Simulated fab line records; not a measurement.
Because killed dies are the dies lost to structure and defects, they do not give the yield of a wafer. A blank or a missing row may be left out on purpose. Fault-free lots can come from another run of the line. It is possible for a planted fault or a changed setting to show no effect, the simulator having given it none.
fab line records    flow sky130
[record] lots = 7  wafers = 21  lastDay = 49
route steps=708 shown VT_ADJUST_LVTN@105 VT_ADJUST_NCORE@119 VT_ADJUST_HVTR@131 PAD_OPEN@708
lots that met no fault: from a run of the same line without faults
startH: the number of hours between the record's first day and the start of the first shown wafer of the lot    waitH: hours since the lot's step before    " unchanged from the row above    L1.1+2: a single row standing in for several wafers    - value missing, or start not given    * or withheld: withheld    < > ~ a bound
route shown NAME@n: a module of which the file shows steps, and the number in the route of the first    usual: mean/standard deviation of fault-free wafers    same: alike in all rows    chamber/n: place in a boat    sites: readings site by site    _std_site: the standard deviation of these    _edge_site: the outer-site mean with the inner-site mean subtracted    radiusMm: for every site, how far away it sits from the centre of the wafer    mask NAME#n: copy n    behind: tool/chamber where the wafer was last shaped    hold: cause of the lot's hold/its duration in hours/its outcome    device: the transistor (n, p or np) that didn't switch    end of line: tests run on the same wafers once the route is complete    a step given without rows: its recipe and nothing more    killed: at the first sort, the dies lost to defects and structure; wafer yield is something else    map: the dies of a wafer, with x for killed, . for not killed, _ for no die there
set.NAME: the setting that was run; set.NAME@STEP: the one run at that earlier step    model.NAME: the simulator's own value behind a step, which no gauge read
lots seen at some steps along the route; tables by step, rows by wafer
services: from which hour (startH, from the record's first day; less than 0 if before it) a tool's chamber was out of use, for how many hours, and why
[[steps]]
[step SKY_VT_ADJUST_LVTN_IMPLANT_08]
[recipe] species = B  energyKev = 30  doseCm2 = 1.57e+12  tiltDeg = withheld
[step SKY_VT_ADJUST_LVTN_STRIP_09]
[recipe] chemistry = O2/N2  powerW = 1400  pressureMtorr = 1500  platenTempC = withheld  o2FlowSccm = 3000  n2FlowSccm = 300  overashFraction = 0.5
[usual] chamberPressureMTorr = 1500.0/1.3  drypumpMotorCurrentA = 6.0/0.4  oesProductAu = 0.722/0.0046  stripTimeToEndpointS = 36.91/0.083
lot.wafer  tool            chamber  startH  waitH  chamberPressureMTorr  drypumpMotorCurrentA  oesProductAu  rfHoursCounterH  stripTimeToEndpointS
L793.1     plasmaAsher-01  1        143.60  0.1    1500.1                5.7                   0.726         33               36.82
L793.2     "               0        "       "      1500.7                6.0                   0.724         33               36.90
L793.6     "               0        "       "      1499.4                5.9                   0.719         -                36.85
L797.2     plasmaAsher-01  0        170.62  0.1    1498.0                5.9                   0.717         35               36.95
L797.3     "               0        "       "      1500.5                6.0                   0.713         -                36.97
L797.4     "               1        "       "      1500.5                5.7                   0.722         -                36.94
L798.2     plasmaAsher-03  1        178.45  0.1    1501.4                6.7                   0.718         6                36.91
L798.3     "               1        "       "      1500.8                6.7                   0.720         -                37.04
L798.5     "               0        "       "      1499.4                6.7                   0.729         -                36.90
L799.1     plasmaAsher-01  0        181.39  0.1    1499.8                6.0                   0.719         36               36.87
L799.2     "               1        "       "      1500.3                5.7                   0.722         36               36.98
L799.3     "               0        "       "      1499.2                6.0                   0.725         -                36.92
L805.1     plasmaAsher-01  1        229.17  0.1    1500.0                5.7                   0.722         41               36.95
L805.2     "               0        "       "      1500.8                6.0                   0.725         41               37.02
L805.3     "               1        "       "      1502.5                5.7                   0.723         -                36.89
L806.1     plasmaAsher-01  1        233.60  0.1    1499.3                5.7                   0.724         42               37.00
L806.4     "               0        "       "      1500.6                6.0                   0.716         -                37.01
L806.6     "               1        "       "      1498.1                5.7                   0.717         -                36.97
L813.3     plasmaAsher-01  1        283.00  0.1    1502.0                5.7                   0.730         -                36.74
L813.5     "               0        "       "      1501.2                6.0                   0.713         -                36.80
L813.6     "               1        "       "      1497.2                5.7                   0.726         -                36.87
[step SKY_VT_ADJUST_LVTN_TW_MEAS_10]
[usual] VT_ADJUST_LVTN_TW = 240.4/1.7
lot.wafer  tool          chamber  startH  waitH  VT_ADJUST_LVTN_TW
L793.1     filmMetro-01  -        143.70  0.1    239.9
L793.2     "             -        "       "      241.5
L793.6     "             -        "       "      239.6
L797.2     filmMetro-04  -        170.73  0.1    242.2
L797.3     "             -        "       "      244.0
L797.4     "             -        "       "      243.2
L798.2     filmMetro-01  -        178.56  0.1    240.4
L798.3     "             -        "       "      240.3
L798.5     "             -        "       "      238.9
L799.1     filmMetro-01  -        181.49  0.1    240.7
L799.2     "             -        "       "      240.2
L799.3     "             -        "       "      239.4
L805.1     filmMetro-03  -        229.27  0.1    240.6
L805.2     "             -        "       "      240.4
L805.3     "             -        "       "      241.1
L806.1     filmMetro-01  -        233.70  0.1    237.3
L806.4     "             -        "       "      238.3
L806.6     "             -        "       "      238.2
L813.3     filmMetro-01  -        283.09  0.1    240.0
L813.5     "             -        "       "      239.6
L813.6     "             -        "       "      239.0
[step SKY_VT_ADJUST_LVTN_DEHYDRATE_11]
[recipe] tempC = 200  timeS = 60
[step SKY_VT_ADJUST_LVTN_HMDS_12]
[recipe] primeTimeS = 60  primeTempC = 120
[step SKY_VT_ADJUST_LVTN_COAT_13]
[recipe] resist = NOVOLAK  spinRpm = 3000  resistThkNm = 1140
[step SKY_VT_ADJUST_LVTN_SOFTBAKE_14]
[recipe] tempC = 90  timeS = 60  resist = NOVOLAK
[step SKY_VT_ADJUST_LVTN_EXPOSE_15]
[recipe] maskId = HVN_STD_DERIVED  na = 0.6  sourceShape = conventional  sigmaOuter = 0.6  polarization = unpolarized  targetCdNm = 600  doseMj = 163
[step SKY_VT_ADJUST_LVTN_PEB_16]
[recipe] tempC = withheld  timeS = *  resist = NOVOLAK
[step SKY_VT_ADJUST_LVTN_DEVELOP_17]
[recipe] resist = NOVOLAK  developer = TMAH  developTimeS = 60  devTempC = 23
[step SKY_VT_ADJUST_LVTN_OVL_MEAS_18]
[usual] VT_ADJUST_LVTN_01_OVL = 0.5/1.5
lot.wafer  tool        chamber  startH  waitH  VT_ADJUST_LVTN_01_OVL[nm]
L793.1     overlay-02  -        162.98  0.1    -1.6
L793.2     "           -        "       "      -0.5
L793.6     "           -        "       "      -0.5
L797.2     overlay-02  -        191.39  0.1    -1.8
L797.3     "           -        "       "      0.3
L797.4     "           -        "       "      -0.3
L798.2     overlay-01  -        199.06  0.1    1.1
L798.3     "           -        "       "      1.0
L798.5     "           -        "       "      2.3
L799.1     overlay-01  -        202.01  0.1    1.5
L799.2     "           -        "       "      2.0
L799.3     "           -        "       "      1.5
L805.1     overlay-02  -        251.98  0.1    1.2
L805.2     "           -        "       "      -1.1
L805.3     "           -        "       "      1.8
L806.1     overlay-02  -        256.53  0.1    0.2
L806.4     "           -        "       "      -1.2
L806.6     "           -        "       "      0.1
L813.3     overlay-02  -        308.62  0.1    0.8
L813.5     "           -        "       "      -0.8
L813.6     "           -        "       "      -0.7
[step SKY_VT_ADJUST_LVTN_IMPLANT_19]
[recipe] species = B  energyKev = 30  doseCm2 = 6.5e+11  tiltDeg = withheld
[step SKY_VT_ADJUST_LVTN_STRIP_20]
[recipe] chemistry = O2/N2  powerW = 1400  pressureMtorr = 1500  platenTempC = withheld  o2FlowSccm = 3000  n2FlowSccm = 300  overashFraction = 0.5
[usual] chamberPressureMTorr = 1499.9/1.5  drypumpMotorCurrentA = 6.1/0.49  oesProductAu = 0.715/0.0043  stripTimeToEndpointS = 14.17/0.039
lot.wafer  tool            chamber  startH  waitH  chamberPressureMTorr  drypumpMotorCurrentA  oesProductAu  rfHoursCounterH  stripTimeToEndpointS  model.NOVOLAK_of_VT_ADJUST_LVTN_COAT_13.thkNm
L793.1     plasmaAsher-01  0        163.17  0.1    1502.1                5.9                   0.713         35               14.10                 0
L793.2     "               1        "       "      1503.2                5.7                   0.716         35               14.13                 0
L793.6     "               1        "       "      1497.8                5.7                   0.720         -                14.13                 0
L797.2     plasmaAsher-03  1        191.57  0.1    -                     -                     -             -                -                     1142
L797.3     "               0        "       "      -                     -                     -             -                -                     1141
L797.4     "               1        "       "      -                     -                     -             -                -                     1140
L798.2     plasmaAsher-04  1        199.24  0.1    -                     -                     -             -                -                     1139
L798.3     "               0        "       "      -                     -                     -             -                -                     1139
L798.5     "               0        "       "      -                     -                     -             -                -                     1131
L799.1     plasmaAsher-04  0        202.20  0.1    -                     -                     -             -                -                     1138
L799.2     "               1        "       "      -                     -                     -             -                -                     1137
L799.3     "               0        "       "      -                     -                     -             -                -                     1136
L805.1     plasmaAsher-04  1        252.17  0.1    1499.8                5.4                   0.719         56               14.25                 0
L805.2     "               0        "       "      1499.1                6.1                   0.715         56               14.21                 0
L805.3     "               0        "       "      1500.7                6.1                   0.716         -                14.18                 0
L806.1     plasmaAsher-01  0        256.72  0.1    1501.2                5.9                   0.720         44               14.15                 0
L806.4     "               1        "       "      1500.0                5.7                   0.721         -                14.20                 0
L806.6     "               0        "       "      1501.3                5.9                   0.716         -                14.21                 0
L813.3     plasmaAsher-03  1        308.83  0.1    1500.3                6.7                   0.715         -                14.09                 0
L813.5     "               1        "       "      1500.4                6.7                   0.703         -                14.09                 0
L813.6     "               0        "       "      1500.0                6.8                   0.713         -                14.13                 0
[step SKY_VT_ADJUST_LVTN_TW_MEAS_21]
[usual] VT_ADJUST_LVTN_2_TW = 187.9/1.5
lot.wafer  tool          chamber  startH  waitH  VT_ADJUST_LVTN_2_TW
L793.1     filmMetro-04  -        163.27  0.1    190.4
L793.2     "             -        "       "      190.5
L793.6     "             -        "       "      190.5
L797.2     filmMetro-03  -        191.68  0.1    187.9
L797.3     "             -        "       "      188.3
L797.4     "             -        "       "      187.9
L798.2     filmMetro-04  -        199.35  0.1    189.9
L798.3     "             -        "       "      189.9
L798.5     "             -        "       "      189.4
L799.1     filmMetro-01  -        202.30  0.1    186.3
L799.2     "             -        "       "      187.4
L799.3     "             -        "       "      185.3
L805.1     filmMetro-01  -        252.27  0.1    186.2
L805.2     "             -        "       "      185.8
L805.3     "             -        "       "      187.5
L806.1     filmMetro-01  -        256.82  0.1    186.3
L806.4     "             -        "       "      186.9
L806.6     "             -        "       "      186.7
L813.3     filmMetro-03  -        308.92  0.1    187.0
L813.5     "             -        "       "      186.1
L813.6     "             -        "       "      185.9
[step SKY_VT_ADJUST_NCORE_DEHYDRATE_00]
[recipe] tempC = 200  timeS = 60
[step SKY_VT_ADJUST_NCORE_HMDS_01]
[recipe] primeTimeS = 60  primeTempC = 120
[step SKY_VT_ADJUST_NCORE_COAT_02]
[recipe] resist = NOVOLAK  spinRpm = 3000  resistThkNm = 1140
[step SKY_VT_ADJUST_NCORE_SOFTBAKE_03]
[recipe] tempC = 90  timeS = 60  resist = NOVOLAK
[step SKY_VT_ADJUST_NCORE_EXPOSE_04]
[recipe] maskId = LVTN_COMPLEMENT_THIN  na = 0.6  sourceShape = conventional  sigmaOuter = 0.6  polarization = unpolarized  targetCdNm = 380  doseMj = 139
[step SKY_VT_ADJUST_NCORE_PEB_05]
[recipe] tempC = withheld  timeS = *  resist = NOVOLAK
[step SKY_VT_ADJUST_NCORE_DEVELOP_06]
[recipe] resist = NOVOLAK  developer = TMAH  developTimeS = 60  devTempC = 23
[step SKY_VT_ADJUST_NCORE_CD_MEAS_07]
[recipe] targetCdNm = 380
[usual] cdNm = 379.9/2.3
lot.wafer  tool      chamber  startH  waitH  cdNm
L793.1     cdSem-02  -        183.60  0.1    378.5
L793.2     "         -        "       "      378.6
L793.6     "         -        "       "      377.8
L797.2     cdSem-02  -        211.62  0.1    379.2
L797.3     "         -        "       "      378.7
L797.4     "         -        "       "      377.2
L798.2     cdSem-02  -        220.52  0.1    377.2
L798.3     "         -        "       "      375.8
L798.5     "         -        "       "      378.0
L799.1     cdSem-02  -        222.95  0.1    377.9
L799.2     "         -        "       "      378.5
L799.3     "         -        "       "      376.0
L805.1     cdSem-02  -        275.37  0.1    377.8
L805.2     "         -        "       "      380.5
L805.3     "         -        "       "      380.4
L806.1     cdSem-01  -        280.26  0.1    380.2
L806.4     "         -        "       "      380.6
L806.6     "         -        "       "      381.2
L813.3     cdSem-01  -        334.70  0.1    378.9
L813.5     "         -        "       "      377.2
L813.6     "         -        "       "      378.3
[step SKY_VT_ADJUST_NCORE_OVL_MEAS_08]
[usual] VT_ADJUST_NCORE_OVL = 0.3/1.3
lot.wafer  tool        chamber  startH  waitH  VT_ADJUST_NCORE_OVL[nm]
L793.1     overlay-02  -        183.72  0.1    0.7
L793.2     "           -        "       "      0.6
L793.6     "           -        "       "      0.5
L797.2     overlay-01  -        211.73  0.1    -3.5
L797.3     "           -        "       "      -1.5
L797.4     "           -        "       "      -1.6
L798.2     overlay-02  -        220.63  0.1    -0.2
L798.3     "           -        "       "      0.7
L798.5     "           -        "       "      0.4
L799.1     overlay-01  -        223.07  0.1    0.8
L799.2     "           -        "       "      0.8
L799.3     "           -        "       "      0.8
L805.1     overlay-01  -        275.49  0.1    1.6
L805.2     "           -        "       "      1.6
L805.3     "           -        "       "      1.5
L806.1     overlay-01  -        280.38  0.1    0.8
L806.4     "           -        "       "      0.5
L806.6     "           -        "       "      2.1
L813.3     overlay-02  -        334.79  0.1    0.9
L813.5     "           -        "       "      1.1
L813.6     "           -        "       "      2.5
[step SKY_VT_ADJUST_NCORE_IMPLANT_09]
[recipe] species = B  energyKev = 10  doseCm2 = 2.4e+12  tiltDeg = withheld
[step SKY_VT_ADJUST_NCORE_STRIP_10]
[recipe] chemistry = O2/N2  powerW = 1400  pressureMtorr = 1500  platenTempC = withheld  o2FlowSccm = 3000  n2FlowSccm = 300  overashFraction = 0.5
[usual] chamberPressureMTorr = 1500.0/1.4  drypumpMotorCurrentA = 5.7/0.36  oesProductAu = 0.715/0.0046  stripTimeToEndpointS = 14.16/0.038
lot.wafer  tool            chamber  startH  waitH  chamberPressureMTorr  drypumpMotorCurrentA  oesProductAu  rfHoursCounterH  stripTimeToEndpointS
L793.1     plasmaAsher-01  1        183.91  0.1    1502.1                5.7                   0.713         37               14.13
L793.2     "               0        "       "      1498.4                5.9                   0.715         37               14.10
L793.6     "               1        "       "      1501.0                5.7                   0.718         -                14.11
L797.2     plasmaAsher-02  1        211.91  0.1    1498.9                6.0                   0.716         53               31.25
L797.3     "               0        "       "      1500.1                5.2                   0.717         -                31.27
L797.4     "               1        "       "      1500.8                6.0                   0.722         -                31.25
L798.2     plasmaAsher-02  1        220.81  0.1    1500.5                6.0                   0.718         54               31.19
L798.3     "               1        "       "      1498.9                6.0                   0.719         -                31.21
L798.5     "               1        "       "      1501.1                6.0                   0.724         -                31.03
L799.1     plasmaAsher-01  0        223.26  0.1    1501.0                6.0                   0.715         41               31.18
L799.2     "               1        "       "      1499.8                5.7                   0.718         41               31.14
L799.3     "               1        "       "      1499.0                5.7                   0.717         -                31.17
L805.1     plasmaAsher-02  1        275.68  0.1    1499.3                6.0                   0.709         59               14.14
L805.2     "               0        "       "      1499.6                5.1                   0.723         59               14.14
L805.3     "               0        "       "      1501.4                5.2                   0.710         -                14.12
L806.1     plasmaAsher-01  0        280.57  0.1    1501.6                5.9                   0.717         46               14.18
L806.4     "               1        "       "      1499.3                5.7                   0.716         -                14.17
L806.6     "               1        "       "      1501.0                5.7                   0.723         -                14.15
L813.3     plasmaAsher-02  0        335.00  0.1    1500.7                5.2                   0.728         -                14.12
L813.5     "               1        "       "      1497.2                6.0                   0.712         -                14.16
L813.6     "               0        "       "      1501.2                5.1                   0.714         -                14.17
[step SKY_VT_ADJUST_NCORE_TW_MEAS_11]
[usual] VT_ADJUST_NCORE_TW = 217.5/1.9
lot.wafer  tool          chamber  startH  waitH  VT_ADJUST_NCORE_TW
L793.1     filmMetro-04  -        184.01  0.1    221.1
L793.2     "             -        "       "      219.4
L793.6     "             -        "       "      220.4
L797.2     filmMetro-02  -        212.02  0.1    29.6
L797.3     "             -        "       "      29.6
L797.4     "             -        "       "      29.7
L798.2     filmMetro-04  -        220.92  0.1    29.9
L798.3     "             -        "       "      30.0
L798.5     "             -        "       "      30.1
L799.1     filmMetro-01  -        223.36  0.1    29.7
L799.2     "             -        "       "      29.7
L799.3     "             -        "       "      29.8
L805.1     filmMetro-04  -        275.78  0.1    221.4
L805.2     "             -        "       "      220.3
L805.3     "             -        "       "      219.8
L806.1     filmMetro-04  -        280.67  0.1    220.4
L806.4     "             -        "       "      220.3
L806.6     "             -        "       "      219.7
L813.3     filmMetro-01  -        335.09  0.1    217.4
L813.5     "             -        "       "      217.3
L813.6     "             -        "       "      217.2
[step SKY_VT_ADJUST_HVTR_DEHYDRATE_00]
[recipe] tempC = 200  timeS = 60
[step SKY_PAD_OPEN_PROBE_99]
lot.wafer  tool       chamber  startH   waitH  model.etest.pfet_16v.rOnOhmUm  model.etest.nfet_16v.rOnOhmUm  model.etest.pfetG5v0d10v5.rOnOhmUm  model.etest.tipP.rsOhmSq  model.etest.pfet_01v8.rOnOhmUm  model.etest.tip_p_5v.rsOhmSq  model.etest.pfetG5v0d10v5.driveUaUm  model.etest.nfet_01v8.driveUaUm
L793.1     prober-02  -        1064.12  0.1    1.524e+04                      1.439e+04                      4816                                6863                      2854                            2812                          334.6                                518.6
L793.2     prober-02  -        1064.17  0.1    1.51e+04                       1.441e+04                      4758                                6848                      2941                            2815                          338.9                                506.6
L793.6     prober-02  -        1064.37  0.2    1.521e+04                      1.448e+04                      4855                                6931                      2878                            2817                          336.2                                505.2
L797.2     prober-02  -        1088.36  0.1    1.705e+04                      1.248e+04                      6138                                7548                      3276                            3103                          244.3                                578.1
L797.3     prober-02  -        1088.41  0.2    1.723e+04                      1.267e+04                      6224                                7649                      3312                            3136                          238                                  573.9
L797.4     prober-02  -        1088.46  0.2    1.728e+04                      1.265e+04                      6199                                7614                      3326                            3121                          238.3                                566.1
L798.2     prober-01  -        1097.43  0.1    1.66e+04                       1.217e+04                      5936                                7584                      3297                            3091                          250.2                                592.8
L798.3     prober-01  -        1097.48  0.2    1.699e+04                      1.226e+04                      5960                                7583                      3314                            3096                          253.8                                598.3
L798.5     prober-01  -        1097.58  0.2    1.662e+04                      1.216e+04                      6034                                7605                      3317                            3096                          247.6                                603.6
L799.1     prober-02  -        1102.85  0.1    1.673e+04                      1.249e+04                      6198                                7583                      3345                            3101                          239.6                                577.3
L799.2     prober-02  -        1102.90  0.1    1.685e+04                      1.249e+04                      6256                                7550                      3338                            3103                          237.9                                595.7
L799.3     prober-02  -        1102.95  0.2    1.715e+04                      1.258e+04                      6235                                7588                      3294                            3120                          235.2                                597.9
L805.1     prober-02  -        1144.08  0.1    1.486e+04                      1.404e+04                      4803                                6712                      2831                            2870                          339.4                                502.3
L805.2     prober-02  -        1144.13  0.1    1.496e+04                      1.399e+04                      4717                                6739                      2815                            2854                          343.8                                492.6
L805.3     prober-02  -        1144.18  0.2    1.456e+04                      1.392e+04                      4786                                6608                      2837                            2840                          339.9                                502.7
L806.1     prober-01  -        1149.58  0.1    1.49e+04                       1.409e+04                      4723                                6760                      2852                            2867                          341.2                                510.4
L806.4     prober-01  -        1149.73  0.2    1.506e+04                      1.405e+04                      4756                                6706                      2856                            2871                          343.9                                518.1
L806.6     prober-01  -        1149.83  0.2    1.49e+04                       1.404e+04                      4697                                6735                      2824                            2879                          349                                  525.5
L813.3     prober-02  -        1186.64  0.2    1.593e+04                      1.497e+04                      4800                                7088                      3076                            2835                          337.6                                498.3
L813.5     prober-02  -        1186.74  0.2    1.607e+04                      1.47e+04                       4817                                7052                      2966                            2827                          339.3                                502.7
L813.6     prober-02  -        1186.79  0.2    1.528e+04                      1.479e+04                      4798                                7088                      3016                            2871                          337.6                                503.1
// killed by level:class
L793.1 CONTACT:geometricParticle:open=13 VIA1:geometricParticle:open=11 VIA1:geometricParticle:short=8 VIA3:geometricParticle:open=7 METAL1:geometricParticle:short=6 LI_CONTACT:geometricParticle:open=4 LOCAL_INTERCONNECT:geometricParticle:short=4 CONTACT:geometricParticle:short=4
L793.2 VIA1:geometricParticle:open=12 METAL2:geometricParticle:short=10 METAL1:geometricParticle:short=7 VIA3:geometricParticle:open=7 METAL4:geometricParticle:short=6 POLY_GATE:geometricParticle:open=5 VIA2:geometricParticle:short=4 METAL3:geometricParticle:short=4
L793.6 CONTACT:geometricParticle:open=12 VIA1:geometricParticle:open=10 VIA2:geometricParticle:open=8 LI_CONTACT:geometricParticle:open=7 VIA1:geometricParticle:short=7 FIELD_ISO:geometricParticle:open=6 VIA3:geometricParticle:open=5 POLY_GATE:geometricParticle:open=4
L805.1 POLY_GATE:geometricParticle:short=9 VIA1:geometricParticle:open=7 VIA2:geometricParticle:open=5 VIA3:geometricParticle:open=5 POLY_GATE:geometricParticle:open=4 LOCAL_INTERCONNECT:geometricParticle:short=4 CONTACT:geometricParticle:open=4 METAL1:geometricParticle:short=4
L805.2 CONTACT:geometricParticle:open=10 VIA1:geometricParticle:open=9 VIA3:geometricParticle:open=9 VIA1:geometricParticle:short=8 POLY_GATE:geometricParticle:open=6 METAL2:geometricParticle:short=6 POLY_GATE:geometricParticle:short=4 CONTACT:geometricParticle:short=4
L805.3 VIA1:geometricParticle:open=14 CONTACT:geometricParticle:open=8 LI_CONTACT:geometricParticle:open=7 METAL2:geometricParticle:short=7 METAL1:geometricParticle:short=6 POLY_GATE:geometricParticle:short=6 VIA2:geometricParticle:open=5 LOCAL_INTERCONNECT:geometricParticle:short=4
L806.1 VIA1:geometricParticle:open=14 FIELD_ISO:geometricParticle:open=9 LI_CONTACT:geometricParticle:open=9 FIELD_ISO:geometricParticle:short=8 CONTACT:geometricParticle:short=8 VIA2:geometricParticle:open=7 METAL2:geometricParticle:short=6 CONTACT:geometricParticle:open=5
L806.4 VIA1:geometricParticle:open=12 LI_CONTACT:geometricParticle:open=10 VIA3:geometricParticle:open=9 METAL2:geometricParticle:short=9 VIA2:geometricParticle:open=8 FIELD_ISO:geometricParticle:short=7 CONTACT:geometricParticle:open=7 LI_CONTACT:geometricParticle:short=6
L806.6 VIA3:geometricParticle:open=11 VIA1:geometricParticle:open=10 LI_CONTACT:geometricParticle:open=8 CONTACT:geometricParticle:open=8 POLY_GATE:geometricParticle:short=7 POLY_GATE:geometricParticle:open=7 LI_CONTACT:geometricParticle:short=5 LOCAL_INTERCONNECT:geometricParticle:short=5
L813.3 VIA1:geometricParticle:open=8 CONTACT:geometricParticle:open=7 VIA3:geometricParticle:open=5 FIELD_ISO:geometricParticle:open=4 LI_CONTACT:geometricParticle:short=4 CONTACT:geometricParticle:short=4 VIA3:geometricParticle:short=4 VIA1:geometricParticle:short=4
L813.5 VIA1:geometricParticle:open=18 CONTACT:geometricParticle:open=9 VIA2:geometricParticle:open=7 VIA2:geometricParticle:short=5 METAL1:geometricParticle:short=5 LI_CONTACT:geometricParticle:open=4 LOCAL_INTERCONNECT:geometricParticle:short=4 CONTACT:geometricParticle:short=4
L813.6 LI_CONTACT:geometricParticle:open=11 CONTACT:geometricParticle:open=9 VIA1:geometricParticle:open=8 FIELD_ISO:geometricParticle:open=6 LOCAL_INTERCONNECT:geometricParticle:short=6 VIA3:geometricParticle:open=6 VIA2:geometricParticle:short=5 LI_CONTACT:geometricParticle:short=5
[[services]]
tool            chamber  startH  hours  kind
plasmaAsher-03  -        142.71  2.8    pm
plasmaAsher-02  -        165.84  2.0    repair
plasmaAsher-02  -        170.75  2.8    pm
plasmaAsher-01  -        178.96  1.7    repair
plasmaAsher-03  -        196.38  14.1   repair
plasmaAsher-04  -        196.77  1.2    repair
plasmaAsher-03  -        202.63  1.5    repair
plasmaAsher-03  -        270.50  0.3    repair
plasmaAsher-01  -        316.71  1.6    repair
[[key]]
[firstSign] step = SKY_VT_ADJUST_LVTN_STRIP_20  reading = toolRecord  direction = missing
[effect] step = SKY_VT_ADJUST_NCORE_STRIP_10  reading = stripTimeToEndpointS  direction = up  sigmas = 99+  usual = *  struck = *
[effect] step = SKY_VT_ADJUST_NCORE_TW_MEAS_11  reading = VT_ADJUST_NCORE_TW  direction = down  sigmas = 97  usual = 217.5  struck = 29.8
[modelEffect] step = SKY_VT_ADJUST_LVTN_STRIP_20  value = NOVOLAK_of_VT_ADJUST_LVTN_COAT_13.thkNm  without = 0  struck = 1138
[modelEffect] step = SKY_PAD_OPEN_PROBE_99  value = etest.pfet_16v.rOnOhmUm  without = 1.528e+04  struck = 1.694e+04
metAt SKY_VT_ADJUST_LVTN_STRIP_20
struckWafers L797.2,L797.3,L797.4,L798.2,L798.3,L798.5,L799.1,L799.2,L799.3
sortLeftOut L797.2,L797.3,L797.4,L798.2,L798.3,L798.5,L799.1,L799.2,L799.3
testerLeftOut L797,L798,L799
[fault] kind = skippedStepWhole  tool = plasmaAsher-03,plasmaAsher-04  chamber = -  onsetH = 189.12  steps = SKY_VT_ADJUST_LVTN_STRIP_20  scope = struckLotsOnly
// testerLeftOut: of these lots the tester's yield and bins aren't shown, on N5 and GAA mostly nor the transistor test; their killed dies are dies lost to structure and defects alone, not to doping, threshold or leakage, so they don't give the yield
// sortLeftOut: the simulated sort isn't trusted on such a fault, so these wafers' sort isn't shown, and their yield isn't known
